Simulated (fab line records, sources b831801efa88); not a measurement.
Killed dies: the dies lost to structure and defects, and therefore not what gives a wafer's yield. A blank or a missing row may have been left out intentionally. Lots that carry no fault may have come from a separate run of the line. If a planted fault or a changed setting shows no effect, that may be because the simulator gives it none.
Matching of chambers ; flow sky130 ; SKY_VIA2_CMP_24 on cmp-02: 4 sister chambers
The step polishes, stops on SiO2, t overpolish 20 s, target thk 0 nm. 20 wafers are shown with their chamber, then 10 later ones without.

== EACH WAFER AND ITS CHAMBER ==
wafer;chamber;motor-current-A (A);time-to-endpoint-s (s);retaining-ring-pressure-frac
L074.1;1;10.0;109;1.010
L074.4;3;12.7;99;1.001
L074.6;1;10.2;107;0.999
L077.2;3;12.1;93;1.008
L077.3;1;10.9;105;1.004
L077.5;1;9.9;104;1.004
L078.2;2;11.1;106;1.002
L078.5;0;11.3;103;0.997
L078.6;3;12.9;103;1.006
L081.1;1;10.4;103;1.000
L081.2;3;12.9;98;0.998
L081.6;0;11.8;99;0.999
L085.1;2;9.7;102;1.001
L085.4;3;12.4;96;1.000
L085.5;3;12.9;99;1.003
L086.1;2;10.9;104;0.997
L086.4;1;10.2;108;1.005
L086.5;1;9.8;105;1.005
L087.1;0;11.5;101;0.998
L087.2;3;12.8;99;0.995

SIGNATURES (means of the wafers above)
reading;chamber 0;chamber 1;chamber 2;chamber 3;scatter within a chamber
motor-current-A;11.533;10.200;10.567;12.671;0.408
time-to-endpoint-s;101.00;105.86;104.00;98.14;2.52
retaining-ring-pressure-frac;0.99800;1.00386;1.00000;1.00157;0.00368
Rule: distance of a wafer from a chamber = root of the sum over the readings of ((wafer's reading minus chamber's mean) / reading's scatter) squared. If the next closest chamber is less than 2 further off than the closest, the wafer can't be placed; otherwise it belongs to the closest. The scatter is the square root of a quotient: the sum, over the shown wafers, of each reading's squared deviation from its chamber's mean, divided by wafers minus chambers.

== WAFERS WHOSE CHAMBER IS MISSING ==
wafer;motor-current-A (A);time-to-endpoint-s (s);retaining-ring-pressure-frac
L087.5;13.0;94;0.994
L090.2;13.2;97;0.996
L090.4;10.7;99;0.994
L090.6;10.6;100;0.987
L093.1;10.1;100;0.999
L093.4;11.5;101;1.001
L093.5;10.2;98;1.003
L094.1;10.0;103;0.997
L094.4;11.7;103;0.997
L094.5;12.7;98;1.009

== CHAMBER TAKEN BY EACH ==
wafer;from the rows above;in truth
L087.5;can't be placed: 3 or 0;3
L090.2;3;3
L090.4;can't be placed: 0 or 2 or 1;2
L090.6;can't be placed: 0 or 2 or 1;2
L093.1;can't be placed: 2 or 1 or 0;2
L093.4;can't be placed: 0 or 2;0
L093.5;can't be placed: 2 or 1 or 0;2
L094.1;can't be placed: 2 or 1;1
L094.4;can't be placed: 0 or 2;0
L094.5;3;3
Placed correctly: 2 of 10. These rows do not allow placing 8 (true chamber among the candidates in 8). Number placed wrongly: 0.
